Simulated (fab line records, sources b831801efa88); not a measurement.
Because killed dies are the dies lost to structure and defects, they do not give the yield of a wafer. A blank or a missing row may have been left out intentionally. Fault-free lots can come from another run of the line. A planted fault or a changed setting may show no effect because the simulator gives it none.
What tool caused it? | flow sky130 | Sampling: 11 lots, 33 wafers, 5 of 708 route steps

## WHAT THE GAUGES READ, wafer by wafer
SKY_PWDE_OVL_MEAS_07. Usual: for PWDE_OVL the level is -1.5 nm and the standard deviation is 1.5.
lot  | measured    | on         | PWDE_OVL (nm)  | flag
L721 | day 3 21:20 | overlay-02 | -3.4 -3.0 -3.8 |
L724 | day 4 10:08 | overlay-02 | -2.5 -2.5 -2.6 |
L725 | day 4 20:08 | overlay-02 | -0.8 -2.3 -2.1 |
L726 | day 5 03:08 | overlay-02 | -1.3 0.6 -1.5  |
L728 | day 5 12:17 | overlay-02 | -0.2 -2.1 -1.1 |
L735 | day 7 02:10 | overlay-02 | -1.3 -0.5 0.2  |
L739 | day 8 02:44 | overlay-02 | -0.4 -0.2 -0.1 |
L741 | day 8 11:05 | overlay-02 | 0.5 -1.6 -1.6  |
L742 | day 8 21:14 | overlay-01 | -3.5 -3.9 -3.6 |
L743 | day 9 05:50 | overlay-01 | 0.0 -0.4 -0.2  |
L744 | day 9 05:28 | overlay-01 | -2.2 -3.0 -2.3 |

SKY_NWELL_OVL_MEAS_10. Usual: for NWELL_00_OVL the level is -0.6 nm and the standard deviation is 1.5.
lot  | measured     | on         | NWELL_00_OVL (nm) | flag
L721 | day 4 14:22  | overlay-02 | 0.4 0.8 0.8       |
L724 | day 5 03:43  | overlay-01 | -1.0 -1.4 -0.1    |
L725 | day 5 14:43  | overlay-02 | -1.8 -0.8 -1.3    |
L726 | day 5 21:04  | overlay-02 | 2.1 0.8 0.1       |
L728 | day 6 06:55  | overlay-02 | - - -             | OFF
L735 | day 7 22:22  | overlay-02 | -0.6 -0.4 0.0     |
L739 | day 8 23:19  | overlay-02 | 0.3 1.5 -0.9      |
L741 | day 9 07:44  | overlay-02 | 2.3 0.7 1.7       |
L742 | day 9 18:34  | overlay-01 | -0.4 0.2 0.0      |
L743 | day 10 03:05 | overlay-01 | -2.9 -2.6 -4.1    |
L744 | day 10 02:58 | overlay-02 | 0.4 1.2 -1.0      |

SKY_NWELL_TW_MEAS_15. Usual: for NWELL_TW the level is 1821 and the standard deviation is 11.
lot  | measured     | on            | NWELL_TW       | flag
L721 | day 4 14:58  | film metro-01 | 1818 1820 1821 |
L724 | day 5 04:19  | film metro-02 | 1801 1821 1813 |
L725 | day 5 15:18  | film metro-02 | 1829 1814 1807 |
L726 | day 5 21:39  | film metro-03 | 1836 1851 1839 |
L728 | day 6 07:30  | film metro-01 | 30 30 30       | OFF
L735 | day 7 22:58  | film metro-02 | 1806 1822 1807 |
L739 | day 8 23:54  | film metro-03 | 1835 1833 1851 |
L741 | day 9 08:19  | film metro-01 | 1823 1823 1822 |
L742 | day 9 19:09  | film metro-02 | 1806 1824 1823 |
L743 | day 10 03:41 | film metro-01 | 1811 1814 1815 |
L744 | day 10 03:34 | film metro-02 | 1827 1825 1813 |

## WHICH TOOL RAN EACH LOT (tool, then ch and the chambers of the sampled wafers, then the start)
lot  | SKY_FIELD_ISO_CMP_27         | SKY_NWELL_EXPOSE_07
L721 | cmp-01 ch 0,1,2, day 2 11:17 | iline stepper-02 ch 0, day 4 06:03
L724 | cmp-01 ch 1,2,3, day 2 23:20 | iline stepper-02 ch 0, day 4 18:53
L725 | cmp-01 ch 0,1, day 3 09:14   | iline stepper-01 ch 0, day 5 05:42
L726 | cmp-01 ch 1,2,3, day 3 13:10 | iline stepper-01 ch 0, day 5 12:10
L728 | cmp-01 ch 1,2,3, day 3 23:02 | iline stepper-01 ch 0, day 5 21:51
L735 | cmp-02 ch 1,2,3, day 5 09:55 | iline stepper-01 ch 0, day 7 12:12
L739 | cmp-01 ch 0,2, day 6 08:47   | iline stepper-02 ch 0, day 8 13:27
L741 | cmp-01 ch 0,1,3, day 6 17:05 | iline stepper-01 ch 0, day 8 21:38
L742 | cmp-02 ch 0,3, day 7 00:11   | iline stepper-01 ch 0, day 9 07:50
L743 | cmp-01 ch 2,3, day 7 10:02   | iline stepper-02 ch 0, day 9 16:39
L744 | cmp-02 ch 2,3, day 7 10:02   | iline stepper-01 ch 0, day 9 16:23
- SKY_FIELD_ISO_CMP_27: polishes, stops on Si3N4, t overpolish 16 s, target thk 457.8 nm.
- SKY_NWELL_EXPOSE_07: exposes mask NWM, target cd 840 nm.

## WHAT THE TOOLS THEMSELVES READ (means of the sampled wafers that have a number; where no wafer has one, the mark that the record gives instead)
SKY_FIELD_ISO_CMP_27. Usual: edge zone pressure frac 1.000, standard deviation 0.0047; motor current A 11.3 A, standard deviation 0.7; overpolish run s 16.001 s, standard deviation 0.0094; time to endpoint s 114 s, standard deviation 3.9.
lot  | tool   | edge zone pressure frac | motor current A (A) | overpolish run s (s) | time to endpoint s (s) | flag
L721 | cmp-01 | 1.000                   | 11.2                | 16.004               | 108                    |
L724 | cmp-01 | 1.002                   | 11.1                | 15.993               | 110                    |
L725 | cmp-01 | 1.003                   | 12.0                | 16.008               | 107                    |
L726 | cmp-01 | 0.998                   | 11.2                | 15.986               | 112                    |
L728 | cmp-01 | 0.998                   | 11.3                | 16.001               | 114                    |
L735 | cmp-02 | 0.997                   | 11.8                | 16.000               | 118                    |
L739 | cmp-01 | 0.999                   | 11.9                | 16.021               | 120                    |
L741 | cmp-01 | 0.998                   | 11.5                | 15.999               | 118                    |
L742 | cmp-02 | 0.999                   | 10.7                | 16.000               | 112                    |
L743 | cmp-01 | 1.003                   | 11.4                | 16.003               | 113                    |
L744 | cmp-02 | 0.997                   | 11.7                | 15.997               | 115                    |

SKY_NWELL_EXPOSE_07. Usual: exposure dose mJ cm2 at 255.03, with a standard deviation of 0.27.
lot  | tool             | exposure dose mJ cm2 | flag
L721 | iline stepper-02 | 255.41               |
L724 | iline stepper-02 | 254.75               |
L725 | iline stepper-01 | 255.45               |
L726 | iline stepper-01 | 255.07               |
L728 | iline stepper-01 | 255.13               |
L735 | iline stepper-01 | 254.83               |
L739 | iline stepper-02 | 255.29               |
L741 | iline stepper-01 | 254.95               |
L742 | iline stepper-01 | 255.18               |
L743 | iline stepper-02 | 255.03               |
L744 | iline stepper-01 | 255.20               |

## THE ANSWER, worked out from the rows above alone
Rule: a lot counts as off when the mean over its wafers that have a number is more than 3 standard deviations away from the usual mean. Also off: a lot with no number at a reading for which 4 or more lots have one. All remaining lots with rows at the step are treated as sound. The gauges are gone through in route order, then the tools' own readings, and for those a lot's mean is taken as printed above. The first step at which some lot is off is used, and at that step the reading that is off furthest; a lot without a number counts as furthest.
Off: L728, seen at SKY_NWELL_OVL_MEAS_10 (NWELL_00_OVL). Without a number there: L728.
If a tool, at a process step before that reading, ran all the lots that are off and no sound lot after the first of them, it fits. The gauges at SKY_NWELL_OVL_MEAS_10 aren't tried: what is off there is off at SKY_NWELL_TW_MEAS_15 too, on other tools, and a gauge's error can't cause that. Not one of the candidates tried fits.

## WHAT HAD BEEN PUT IN BY THE SIMULATOR
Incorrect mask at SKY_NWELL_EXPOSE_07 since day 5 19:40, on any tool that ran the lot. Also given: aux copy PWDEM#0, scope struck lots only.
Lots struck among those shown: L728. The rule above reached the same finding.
